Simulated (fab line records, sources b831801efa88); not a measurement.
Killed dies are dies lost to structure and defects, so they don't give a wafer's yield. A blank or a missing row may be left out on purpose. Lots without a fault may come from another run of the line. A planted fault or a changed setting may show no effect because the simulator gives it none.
A struck lot beside a sound one | flow sky130 | 14 steps out of a route of 708
Sound: wafers L395.2, L395.5, L395.6. Struck: wafers L403.1, L403.2, L403.3. The cause comes at the end.
At each step with rows: each side's tool, then ch and its chambers, then its first start. Under that, the readings that differ: sound wafers | struck wafers | difference of the means | sigmas: that difference in standard deviations of wafers without a fault.
alike: readings whose means differ by less than 2 such deviations, and words and numbers that are the same on both sides. not compared: withheld readings, readings that some wafer has no value for, bounds like >300 that may hide the same value, and numbers for which the record gives no deviation and whose values overlap.
The two part at a step that has a row with sigmas, a row that says differs or no value, or rows on one side only. Numbers that don't overlap but have no deviation are shown without sigmas and don't part them. A reading that every wafer of one side lacks parts them only if that side has two wafers or more.

first, 7 steps without rows for these wafers: SKY_METAL1_HMDS_08 (prime time 60 s); SKY_METAL1_COAT_09 (resist thk 59.44 nm); SKY_METAL1_COAT_10 (resist thk 450 nm); SKY_METAL1_SOFTBAKE_11 (time 90 s); SKY_METAL1_EXPOSE_12 (exposes mask MM1, target cd 140 nm); SKY_METAL1_PEB_13; SKY_METAL1_DEVELOP_14 (develop time 60 s).
SKY_METAL1_CD_MEAS_15: target cd 140 nm.
  sound on cd_sem-02, day 32 19:16; struck on cd_sem-02, day 35 08:58
  alike: cd_nm
SKY_METAL1_OVL_MEAS_16:
  sound on overlay-02, day 32 19:22; struck on overlay-02, day 35 09:05
  alike: METAL1_OVL
SKY_METAL1_DESCUM_17: chemistry O2, time 8 s.
  sound on rie_metal-02 ch 0,1, day 32 19:24; struck on rie_metal-04 ch 0,1, day 35 09:08
  alike: drypump_motor_current_A, he_backside_leak_sccm, oes_product_au, rf_fwd_power_W, temp_c
  not compared: rf_hours_counter_h
SKY_METAL1_ETCH_18: etches BARC in N2/H2, stops on SiO2, time 45.9 s, target depth 60 nm.
  sound on rie_metal-02 ch 0,1, day 32 19:26; struck on rie_metal-04 ch 0,1, day 35 09:10
  alike: drypump_motor_current_A, he_backside_leak_sccm, oes_product_au, rf_fwd_power_W, throttle_valve_pct
  not compared: rf_hours_counter_h
SKY_METAL1_METAL_ETCH_19: etches the open film in Cl2/BCl3, stops on SiO2, target depth 360 nm, time 78 s.
  sound on rie_metal-02 ch 0,1, day 32 19:29; struck on rie_metal-04 ch 0,1, day 35 09:14
  alike: bcl3_flow_sccm, drypump_motor_current_A, he_backside_leak_sccm, oes_product_au, rf_fwd_power_W, throttle_valve_pct
  not compared: rf_hours_counter_h
SKY_METAL1_STRIP_20: strips in O2/N2.
  sound on plasma_asher-02 ch 0,1, day 32 19:35; struck on plasma_asher-01 ch 0,1, day 35 09:19
  no value came back on the struck wafers for chamber_pressure_mTorr (mTorr), drypump_motor_current_A (A), oes_product_au (a.u.), strip_time_to_endpoint_s (s); on the sound wafers chamber_pressure_mTorr (mTorr) reads 1502.4 1499.2 1500.7
  reading                                       | sound | struck            | difference | sigmas
  model.KrF-thick_of_METAL1_COAT_10.thk_nm (nm) | 0 0 0 | 157.1 161.7 154.7 | +157.8     |
  not compared: rf_hours_counter_h
then, 1 step without rows for these wafers: SKY_METAL1_STRIP_21 (strips in post etch residue remover, time 1200 s).

WHERE THEY PART
Only at SKY_METAL1_STRIP_20, within this record.

WHY: what the simulator had put in
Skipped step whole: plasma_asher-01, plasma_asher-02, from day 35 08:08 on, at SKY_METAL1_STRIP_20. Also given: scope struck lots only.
